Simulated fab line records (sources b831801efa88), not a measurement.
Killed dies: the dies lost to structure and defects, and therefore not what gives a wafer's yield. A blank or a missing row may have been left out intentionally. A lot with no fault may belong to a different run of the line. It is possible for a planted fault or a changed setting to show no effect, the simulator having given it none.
Problem report, 8D (eight disciplines) form, completed by code + flow gf180mcu + the parts of the form that need people (team, actions taken, sign-off) are left out

1. PROBLEM STATEMENT
V1_W_RS at GF_V1_RS_MEAS_24 reads a mean of 0.661 ohm/sq on 6 wafers of 2 lots; wafers without a fault read 0.328 ohm/sq with a standard deviation of 0.0034. That puts it +98 standard deviations away from the usual mean.
The step: measures by four-point-probe.
Seen first at day 21 11:53 on film metro-02, wafer L191.1. The record holds 33 wafers of 11 lots with a number at this step. By rule, "out" or "out of limits" means more than 4 standard deviations away from the usual mean. The other wafers with a number count as sound.

2. WHAT IT IS; WHAT IT IS NOT
| question                    | is                           | is not                                                                                                  |
|-----------------------------|------------------------------|---------------------------------------------------------------------------------------------------------|
| which readings at this step | V1_W_RS                      | -                                                                                                       |
| which lots                  | L191, L193                   | L182, L183, L195, L197, L200, L202, L203, L204, L205                                                    |
| which wafers of those lots  | all that have a number       | -                                                                                                       |
| read on which gauges        | film metro-01, film metro-02 | film metro-03                                                                                           |
| when                        | from day 21 11:53            | up to then (6 sound wafers); but 21 sound wafers of L195, L197, L200, L202, L203, L204, L205 came after |

3. WHAT RULES OUT EACH SUSPECT
Counting: a tool at a process step up to the reading stays a suspect if it ran every lot that is out and no sound lot after the first of them.
- the gauge at GF_V1_RS_MEAS_24: ruled out. 2 gauges (film metro-01, film metro-02) read the wafers that are out.
- cvd w-01 at GF_V1_CVD_23 (deposits W, target thk 350 nm, time 105.05 s): ruled out as a lasting fault. Sound lots L200, L202, L203, L205 ran on it after its first lot that is out, L191 (day 21 11:46).
Left after counting: nothing in the record.

4. THE CAUSE (what the simulator had put in)
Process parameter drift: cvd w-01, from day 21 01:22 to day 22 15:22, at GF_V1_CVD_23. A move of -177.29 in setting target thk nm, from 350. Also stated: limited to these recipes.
It was ruled out by counting, in error; the rule expects a fault to strike all lots run on its tool from its start on, and this fault did not.

5. THE CHAIN OF EFFECTS, in route order
Each row: a reading where the mean over the struck wafers with a number is more than 3 standard deviations away from the usual. Readings are gone through only where the record gives a usual standard deviation; hours: the median, over the lots, of the time from a lot's start at the first step in this table giving one to that lot's start at this step; sigmas: the change measured in usual standard deviations.
| hours | step              | reading            | usual        | on struck wafers | change | sigmas |
|-------|-------------------|--------------------|--------------|------------------|--------|--------|
| 0     | GF_V1_RS_MEAS_24  | V1_W_RS            | 0.328 ohm/sq | 0.661            | +0.333 | +98    |
| 0     | GF_V1_THK_MEAS_25 | V1_W_THK           | 339 nm       | 172              | -167   | -33    |
| 0     | GF_V1_CMP_26      | time to endpoint s | 82 s         | 42               | -40    | -10    |
The process steps in it:
- GF_V1_CMP_26: polishes, stops on SiO2, t overpolish 15 s, target thk 0 nm.

6. HOW IT WOULD HAVE BEEN CAUGHT EARLIER
Counted from the fault's start at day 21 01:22, it took 11 hours until the first out-of-limits reading at a measuring or inspecting step in this record, taken at day 21 11:53.
Of the tool readings at GF_V1_CVD_23 for which the record gives a usual standard deviation, none was out on any struck wafer, so an alarm limit of 4 standard deviations on them would not have fired.
